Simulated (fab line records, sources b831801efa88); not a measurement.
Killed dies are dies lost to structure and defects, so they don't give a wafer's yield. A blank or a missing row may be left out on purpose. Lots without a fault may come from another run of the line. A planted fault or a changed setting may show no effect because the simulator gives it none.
Problem report in the 8D (eight disciplines) form, filled by code | flow sfq_line | the parts of the form that need people (team, actions taken, sign-off) are left out

1. THE PROBLEM
M6_NB_RS at SFQ_M6_RS_MEAS_938 reads a mean of 1.200 ohm/sq on 3 wafers of 3 lots; wafers without a fault read 0.895 ohm/sq with a standard deviation of 0.01. That is +30 standard deviations from the usual mean.
The step: measures by four-point-probe.
First seen on wafer L669.4, day 60 01:10, on film_metro-04. The record holds 42 wafers of 15 lots with a number at this step. Rule for "out", or "out of limits": more than 4 standard deviations from the usual mean. The other wafers with a number count as sound.

2. WHAT IT IS AND WHAT IT IS NOT
question                    | is                           | is not
which readings at this step | M6_NB_RS                     | -
which lots                  | L669, L671, L672             | L661, L662, L663, L664, L665, L666, L668, L678, L680, L681, L682, L683
which wafers of those lots  | L669.4, L671.1, L672.1       | L669.6, L671.6, L672.6
read on which gauges        | film_metro-02, film_metro-04 | film_metro-01
when                        | from day 60 01:10            | up to then (22 sound wafers); but 17 sound wafers of L671, L672, L678, L680, L681, L682, L683 came after

3. SUSPECTS, AND WHAT RULES EACH OUT
Counting: a tool at a process step up to the reading stays a suspect if it ran every lot that is out. Sound lots after the first of them don't rule it out here, since some wafers of a struck lot are sound.
- the gauge at SFQ_M6_RS_MEAS_938: ruled out. The wafers that are out were read on 2 gauges (film_metro-02, film_metro-04).
- pvd_sputter-03 at SFQ_TRILAYER_M6_DEP_SPUTTER_157 (material Nb, target thk 200 nm, time 133.3 s): kept. It ran every lot that is out, first L669 (day 60 01:01); its last sound lot up to then is L668 (day 59 18:25).
Left after counting: pvd_sputter-03 at SFQ_TRILAYER_M6_DEP_SPUTTER_157.

4. THE CAUSE (what the simulator had put in)
Process parameter drift: pvd_sputter-03, from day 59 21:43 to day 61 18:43, at SFQ_TRILAYER_M6_DEP_SPUTTER_157. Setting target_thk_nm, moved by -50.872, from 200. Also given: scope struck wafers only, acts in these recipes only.
Counting left only this tool.

5. THE CHAIN OF EFFECTS, in route order
Each row: a reading whose mean over the struck wafers that have a number lies more than 3 standard deviations from the usual. Only readings for which the record gives a usual standard deviation are gone through. hours: the time from each lot's start at the first step in this table that gives one to its start at this step, as a median over the lots. sigmas: the change in usual standard deviations.
hours | step                                | reading        | usual        | on struck wafers | change | sigmas
0     | SFQ_M6_RS_MEAS_938                  | M6_NB_RS       | 0.895 ohm/sq | 1.200            | +0.305 | +30
30    | SFQ_TRILAYER_M6_ETCH_METAL_ETCH_162 | oes_product_au | 0.892 a.u.   | 0.763            | -0.129 | -19
The process steps in it:
- SFQ_TRILAYER_M6_ETCH_METAL_ETCH_162: etches Nb in Cl2/Ar, stops on SiO2, target depth 240 nm, time 120 s.

6. WHAT WOULD HAVE CAUGHT IT SOONER
In this record the first reading out of limits at a measuring or inspecting step was taken at day 60 01:10, 3 hours after the fault began at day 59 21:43.
Of the tool readings at SFQ_TRILAYER_M6_DEP_SPUTTER_157 for which the record gives a usual standard deviation, none was out on any struck wafer, so an alarm limit of 4 standard deviations on them would not have fired.
Of the lots that are out (3), L671, L672 began SFQ_TRILAYER_M6_DEP_SPUTTER_157 on pvd_sputter-03 after day 60 01:10. A hold on the tool at that time would have spared those 2.
